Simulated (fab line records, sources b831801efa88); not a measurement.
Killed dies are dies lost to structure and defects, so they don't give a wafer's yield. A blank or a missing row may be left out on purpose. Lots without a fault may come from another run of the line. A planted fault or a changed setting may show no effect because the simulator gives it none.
fab line records | flow sfq_line
record lots=9 wafers=27 last_day=83
route steps=325 shown I5@237 I6@277 M7@292 I7@309
lots that met no fault: from a run of the same line without faults
start_h: hours from the record's first day to the start of the lot's first wafer shown | wait_h: hours since the lot's step before | " the same as in the row above | L1.1+2: a row that stands for several wafers | - no value, or no start given | * or withheld: withheld | < > ~ a bound
route shown NAME@n: a module of which the file shows steps, and the number in the route of the first | usual: mean/standard deviation of fault-free wafers | same: alike in all rows | chamber/n: place in a boat | sites: the reading at each site | _std_site: their standard deviation | _edge_site: outer sites' mean less inner sites' | radius_mm: how far each site lies from the wafer's centre | mask NAME#n: copy n | behind: the tool/chamber that last shaped the wafer | hold: why the lot was held/for how many hours/how that ended | device: the transistor (n, p or np) that didn't switch | end of line: the same wafers' tests at the end of the route | a step without rows: its recipe alone | killed: dies lost to structure and defects at the first sort, not the wafer's yield | map: a wafer's dies, x killed, . not, _ none there
set.NAME: the setting as run; set.NAME@STEP: as run at that earlier step | model.NAME: the simulator's own value behind a step, which no gauge read
steps of the route over a sample of lots; a table a step, a row a wafer
services: from which hour (start_h, from the record's first day; less than 0 if before it) a tool's chamber was out of use, for how many hours, and why
## steps
# step SFQ_TRILAYER_I5_ETCH_VIA_ETCH_147
# recipe stop_on=Nb mask_material=PR chemistry=CHF3 target_depth_nm=360 source_w=500 bias_w=80 pressure_mtorr=30 time_s=withheld
# usual drypump_motor_current_A=5.8/0.45 oes_product_au=0.988/0.0059
# columns lot.wafer tool chamber start_h wait_h drypump_motor_current_A oes_product_au
L409.2 rie_diel-04 2 1364.82 0.0 5.9 0.995
L409.4 " 1 " " 5.4 0.993
L409.5 " 0 " " 6.2 0.984
L410.3 rie_diel-02 1 1379.22 0.0 6.4 0.988
L410.4 " 3 " " 5.6 0.999
L410.6 " 3 " " 5.6 0.990
L411.3 rie_diel-02 2 1384.02 0.0 5.0 0.985
L411.5 " 1 " " 6.4 0.985
L411.6 " 2 " " 5.0 0.991
L412.3 rie_diel-02 2 1387.62 0.0 5.0 0.981
L412.5 " 2 " " 5.0 0.986
L412.6 " 1 " " 6.4 0.981
L413.2 rie_diel-02 0 1547.84 0.0 5.9 0.988
L413.3 " 3 " " 5.6 0.984
L413.4 " 1 " " 6.4 0.981
L414.4 rie_diel-04 1 1559.84 0.0 5.5 0.993
L414.5 " 2 " " 5.9 0.987
L414.6 " 1 " " 5.4 0.992
L415.1 rie_diel-03 2 1569.44 0.0 5.8 0.990
L415.2 " 0 " " 6.1 0.993
L415.6 " 0 " " 6.1 0.996
L416.1 rie_diel-02 2 1585.04 0.0 5.0 0.989
L416.4 " 1 " " 6.4 0.975
L416.6 " 0 " " 5.9 0.973
L417.1 rie_diel-02 0 1627.04 0.0 5.9 0.985
L417.3 " 2 " " 5.0 0.988
L417.4 " 3 " " 5.6 0.982
# step SFQ_TRILAYER_I6_VIA_BARC_OPEN_VIA_ETCH_235
# recipe mask_material=PR chemistry=O2 target_depth_nm=125 target=BARC source_w=500 bias_w=80 pressure_mtorr=30 time_s=41.7
# usual drypump_motor_current_A=5.9/0.45 oes_product_au=0.685/0.0047 run_length_s=69.9/0.42 time_s=41.7/0
# columns lot.wafer tool chamber start_h wait_h drypump_motor_current_A oes_product_au rf_hours_counter_h run_length_s time_s
L409.2 rie_diel-02 0 1743.24 0.0 5.9 0.691 17 70.3 41.7
L409.4 " 2 " " 5.0 0.683 16 69.4 41.7
L409.5 " 0 " " 5.9 0.686 - 70.3 41.7
L410.3 rie_diel-04 1 1745.64 0.0 5.4 0.678 18 69.9 41.7
L410.4 " 0 " " 6.2 0.684 14 69.9 41.7
L410.6 " 3 " " 5.9 0.680 - 70.4 41.7
L411.3 rie_diel-01 2 1749.24 0.0 5.4 0.691 13 69.8 41.7
L411.5 " 0 " " 6.7 0.687 - 69.6 41.7
L411.6 " 3 " " 5.8 0.683 - 69.7 41.7
L412.3 rie_diel-02 2 1751.64 0.0 5.0 0.683 17 69.9 41.7
L412.5 " 3 " " 5.6 0.689 - 70.3 41.7
L412.6 " 2 " " 5.0 0.690 - 69.4 41.7
L413.2 rie_diel-04 2 1821.37 0.0 5.9 0.687 21 70.2 41.7
L413.3 " 1 " " 5.4 0.684 18 70.3 41.7
L413.4 " 3 " " 5.9 0.685 - 70.4 41.7
L414.4 rie_diel-01 0 1826.19 0.0 6.7 0.821 - 60.0 29.19
L414.5 " 1 " " 6.3 0.818 - 59.9 29.19
L414.6 " 2 " " 5.5 0.813 - 60.3 29.19
L415.1 rie_diel-02 3 1830.97 0.0 5.6 0.820 5 61.0 29.19
L415.2 " 0 " " 5.9 0.817 17 60.8 29.19
L415.6 " 3 " " 5.6 0.809 - 60.8 29.19
L416.1 rie_diel-04 1 1832.17 0.0 5.4 0.818 19 60.3 29.19
L416.4 " 2 " " 5.9 0.820 - 60.7 29.19
L416.6 " 0 " " 6.2 0.806 - 60.2 29.19
L417.1 rie_diel-04 3 1876.37 0.0 5.9 0.815 1 61.2 29.19
L417.3 " 2 " " 5.9 0.814 0 60.8 29.19
L417.4 " 0 " " 6.2 0.812 16 60.3 29.19
# step SFQ_TRILAYER_M7_BARC_OPEN_METAL_ETCH_229
# recipe mask_material=PR chemistry=O2 target_depth_nm=125 target=BARC icp_w=600 bias_w=77.27 pressure_mtorr=10 time_s=41.7
# usual drypump_motor_current_A=5.7/0.61 oes_product_au=0.685/0.005 run_length_s=69.7/0.45 time_s=41.7/0
# columns lot.wafer tool chamber start_h wait_h drypump_motor_current_A oes_product_au rf_hours_counter_h run_length_s time_s
L409.2 rie_metal-03 1 1746.75 0.0 6.1 0.685 41 69.6 41.7
L409.4 " 0 " " 6.6 0.681 - 70.1 41.7
L409.5 " 1 " " 6.1 0.683 - 69.3 41.7
L410.3 rie_metal-01 1 1749.17 0.0 6.2 0.695 - 69.4 41.7
L410.4 " 0 " " 5.3 0.682 - 70.3 41.7
L410.6 " 1 " " 6.2 0.691 - 69.1 41.7
L411.3 rie_metal-01 1 1755.27 0.0 6.2 0.674 - 69.0 41.7
L411.5 " 0 " " 5.3 0.687 - 70.2 41.7
L411.6 " 1 " " 6.2 0.683 - 69.0 41.7
L412.3 rie_metal-01 0 1757.67 0.0 5.3 0.687 - 70.6 41.7
L412.5 " 0 " " 5.3 0.698 - 70.0 41.7
L412.6 " 1 " " 6.2 0.684 - 69.7 41.7
L413.2 rie_metal-03 1 1825.00 0.0 6.1 0.676 51 69.7 41.7
L413.3 " 0 " " 6.6 0.688 - 70.1 41.7
L413.4 " 1 " " 6.1 0.688 - 69.5 41.7
L414.4 rie_metal-04 1 1829.70 0.0 5.8 0.686 - 69.4 41.7
L414.5 " 1 " " 5.8 0.679 - 69.0 41.7
L414.6 " 0 " " 4.8 0.686 - 70.3 41.7
L415.1 rie_metal-04 1 1834.73 0.0 5.8 0.681 105 69.3 41.7
L415.2 " 0 " " 4.8 0.687 117 70.3 41.7
L415.6 " 1 " " 5.7 0.693 - 69.0 41.7
L416.1 rie_metal-01 1 1837.13 0.0 6.2 0.685 97 69.1 41.7
L416.4 " 1 " " 6.2 0.679 - 69.5 41.7
L416.6 " 1 " " 6.2 0.682 - 69.1 41.7
L417.1 rie_metal-01 0 1884.21 0.0 5.3 0.687 9 70.1 41.7
L417.3 " 1 " " 6.2 0.689 - 68.9 41.7
L417.4 " 0 " " 5.3 0.687 - 70.3 41.7
# step SFQ_TRILAYER_I7_VIA_STRIP_STRIP_191
# recipe gas=O2 power_w=200 platen_temp_c=40 overash_fraction=0.65 chemistry=O2 pressure_mtorr=50
# usual drypump_motor_current_A=5.5/0.51 oes_product_au=1.000/0.008
# columns lot.wafer tool chamber start_h wait_h drypump_motor_current_A oes_product_au rf_hours_counter_h
L409.2 rie_metal-04 0 1756.95 - 4.8 0.997 111
L409.4 " 0 " " 4.8 1.006 -
L409.5 " 1 " " 5.8 1.009 -
L410.3 rie_metal-04 0 1759.27 - 4.8 0.991 -
L410.4 " 1 " " 5.8 0.985 -
L410.6 " 0 " " 4.8 0.992 -
L411.3 rie_metal-01 1 1765.22 - 6.2 1.008 -
L411.5 " 0 " " 5.3 1.015 -
L411.6 " 1 " " 6.2 1.019 -
L412.3 rie_metal-04 0 1770.87 - 4.8 1.008 -
L412.5 " 0 " " 4.8 1.002 -
L412.6 " 1 " " 5.8 0.985 -
L413.2 rie_metal-01 0 1833.68 - 5.3 0.991 2
L413.3 " 0 " " 5.3 1.010 -
L413.4 " 1 " " 6.2 1.008 -
L414.4 rie_metal-04 1 1838.68 - 5.8 1.005 -
L414.5 " 0 " " 4.8 1.005 -
L414.6 " 1 " " 5.8 0.997 -
L415.1 rie_metal-04 1 1842.53 - 5.8 0.999 107
L415.2 " 0 " " 4.8 1.014 119
L415.6 " 0 " " 4.8 1.011 -
L416.1 rie_metal-02 0 1848.53 - 6.1 0.999 138
L416.4 " 1 " " 5.1 1.007 -
L416.6 " 1 " " 5.2 1.008 -
L417.1 rie_metal-04 1 1896.72 - 5.8 0.999 116
L417.3 " 1 " " 5.8 0.988 -
L417.4 " 0 " " 4.8 1.005 -
## services
# columns tool chamber start_h hours kind
rie_diel-02 2 1349.50 15.2 repair
rie_diel-01 1 1350.52 18.9 repair
rie_diel-04 1 1369.69 26.4 repair
rie_metal-04 1 1375.14 14.0 repair
rie_diel-04 - 1377.93 28.1 pm
rie_metal-04 - 1413.75 0.3 repair
rie_diel-02 2 1421.72 1.4 repair
rie_metal-01 - 1449.10 0.9 repair
rie_diel-04 2 1453.19 10.9 repair
rie_diel-02 - 1468.94 2.8 pm
rie_metal-01 - 1489.10 10.0 pm
rie_diel-02 2 1498.59 1.7 repair
rie_metal-01 1 1501.29 4.5 repair
rie_metal-04 - 1530.47 1.1 repair
rie_diel-02 0 1603.61 1.9 repair
rie_diel-04 - 1638.02 0.4 repair
rie_metal-04 - 1641.42 5.4 repair
rie_diel-02 0 1652.79 9.0 repair
rie_diel-02 0 1679.32 3.7 repair
rie_diel-04 0 1760.80 7.6 repair
rie_diel-04 0 1785.44 4.1 repair
rie_diel-04 - 1797.03 2.8 pm
rie_diel-04 0 1811.80 15.2 repair
rie_diel-04 3 1893.49 14.4 repair
## key
first_sign step=SFQ_TRILAYER_I6_VIA_BARC_OPEN_VIA_ETCH_235 reading=time_s direction=down sigmas=99+ usual=* struck=*
effect step=SFQ_TRILAYER_I6_VIA_BARC_OPEN_VIA_ETCH_235 reading=oes_product_au direction=up sigmas=28 usual=0.685 struck=0.815
met_at SFQ_TRILAYER_I6_VIA_BARC_OPEN_VIA_ETCH_235
struck_lots L414,L415,L416,L417
not_acting_at SFQ_TRILAYER_I5_ETCH_VIA_ETCH_147,SFQ_TRILAYER_M7_BARC_OPEN_METAL_ETCH_229,SFQ_TRILAYER_I7_VIA_STRIP_STRIP_191
onset_between 1821.37 1826.19
fault kind=recipe_version_skew tool=rie_diel-01,rie_diel-02,rie_diel-04 chamber=- onset_h=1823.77 steps=SFQ_TRILAYER_I6_VIA_BARC_OPEN_VIA_ETCH_235 wrong_recipe.time_s=*
